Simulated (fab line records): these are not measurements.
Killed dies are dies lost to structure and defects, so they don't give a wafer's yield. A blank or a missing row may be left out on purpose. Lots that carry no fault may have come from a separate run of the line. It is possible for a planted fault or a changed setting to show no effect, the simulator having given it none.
A struck lot beside a sound one -- flow sky130 -- 19 steps out of a route of 708
Sound: the wafers L313.2, L313.4, L313.6. Struck: wafers L309.1, L309.2, L309.6. The cause comes at the end.
Order at every step that has rows: each side's tool, ch and its chambers, its first start. Under that, the readings that differ: sound wafers -- struck wafers -- difference of the means -- sigmas: that difference in standard deviations of wafers without a fault.
alike: words and numbers the same on both sides, and readings whose means are apart by under 2 such deviations; not compared: readings that were withheld, readings missing a value for some wafer, numbers with overlapping values and no deviation given by the record, and bounds like >300 which may hide the same value.
A row with sigmas, a row that says differs or no value, or rows on one side alone: a step with any of these is where the two part. Numbers that have no deviation but don't overlap get no sigmas and don't part them. A reading missing from all wafers of one side parts the sides only when that side holds two or more wafers.

first, 2 steps without rows for these wafers: SKY_RES_PROTECT_DEVELOP_06 (develop time 57.33 s); SKY_POLY_GATE_IMPLANT_02.
SKY_RES_PROTECT_STRIP_07: strips in O2/N2.
  sound on plasma_asher-03 ch 0,1, day 19 20:05; struck on plasma_asher-01 ch 0,1, day 18 11:56
  alike: drypump_motor_current_A, oes_product_au, strip_time_to_endpoint_s
  not compared: rf_hours_counter_h
SKY_RES_PROTECT_TW_MEAS_08:
  sound: film_metro-02 at day 19 20:12; struck: film_metro-02 at day 18 12:02
  alike: POLY_GATE_TW
then, 2 steps without rows for these wafers: SKY_RES_PROTECT_CLEAN_09 (cleans in SC1/SC2, time 150 s); SKY_POLY_GATE_CVD_03 (deposits Si3N4 from DCS/NH3, target thk 75 nm, time 1290 s).
SKY_POLY_GATE_THK_MEAS_04:
  sound: film_metro-04 at day 20 00:19; struck: film_metro-04 at day 18 16:32
  alike: POLY_GATE_CVD_03_THK
then, 5 steps without rows for these wafers: SKY_POLY_GATE_DEHYDRATE_05 (time 60 s); SKY_POLY_GATE_HMDS_06 (prime time 60 s); SKY_POLY_GATE_COAT_07 (resist thk 110 nm); SKY_POLY_GATE_COAT_08 (resist thk 450 nm); SKY_POLY_GATE_SOFTBAKE_09 (time 90 s).
SKY_POLY_GATE_EXPOSE_10: exposes mask P1M, target cd 150 nm.
  sound on krf_scanner-02 ch 0, day 20 15:32; struck on krf_scanner-01 ch 0, day 19 07:53
reading,sound,struck,difference,sigmas
model.POLY_GATE.overlay_x_nm (nm),3.983 3.983 3.983,33.01 33.01 33.01,+29.03,
  alike: mask
then, 2 steps without rows for these wafers: SKY_POLY_GATE_PEB_11; SKY_POLY_GATE_DEVELOP_12 (develop time 60 s).
SKY_POLY_GATE_CD_MEAS_13: target cd 150 nm.
  sound: cd_sem-01 at day 21 06:16; struck: cd_sem-01 at day 19 22:44
  alike: cd_nm
SKY_POLY_GATE_OVL_MEAS_14:
  sound: overlay-01 at day 21 06:22; struck: overlay-01 at day 19 23:04
reading,sound,struck,difference,sigmas
POLY_GATE_OVL (nm),7 6 9,27 28 25,+19,+4
  not compared: hold
SKY_POLY_GATE_ETCH_15: etches BARC in N2/H2, stops on SiO2, time 118.5 s, target depth 110 nm.
  sound on rie_diel-01 ch 0,2, day 21 06:24; struck on rie_diel-03 ch 0,1,3, day 20 02:10
reading,sound,struck,difference,sigmas
hold,- - -,await_dispo/3.1h/release await_dispo/3.1h/release await_dispo/3.1h/release,no value on the sound wafers,
  alike: drypump_motor_current_A, oes_product_au, throttle_valve_pct
  not compared: rf_hours_counter_h
-- the record jumps here: 28 days lie between the struck wafers' starts before and after (it left off in module POLY_GATE and takes up again in module PAD_OPEN, whose first step shown is number 708 of the route) --
SKY_PAD_OPEN_PROBE_99:
  sound: prober-01 at day 49 02:58; struck: prober-01 at day 48 03:16
reading,sound,struck,difference,sigmas
model.etest.licon_to_gate.bv_left_v (V),24.44 23.57 24.2,13.63 13.09 12.69,-10.93,
model.etest.licon_to_gate.bv_right_v (V),27.81 26.64 28.55,37.02 36.49 36.21,+8.91,
  alike: killed_at_M0_to_M3, killed_at_M4_up, killed_at_contacts, killed_at_front_end, killed_at_other, killed_dies, killed_open, killed_short

## WHERE THEY PART
At SKY_POLY_GATE_OVL_MEAS_14 first; at SKY_POLY_GATE_ETCH_15 last (within this record only). Later steps at which nothing parts them and some readings are alike: SKY_PAD_OPEN_PROBE_99.

WHY: what had been put in by the simulator
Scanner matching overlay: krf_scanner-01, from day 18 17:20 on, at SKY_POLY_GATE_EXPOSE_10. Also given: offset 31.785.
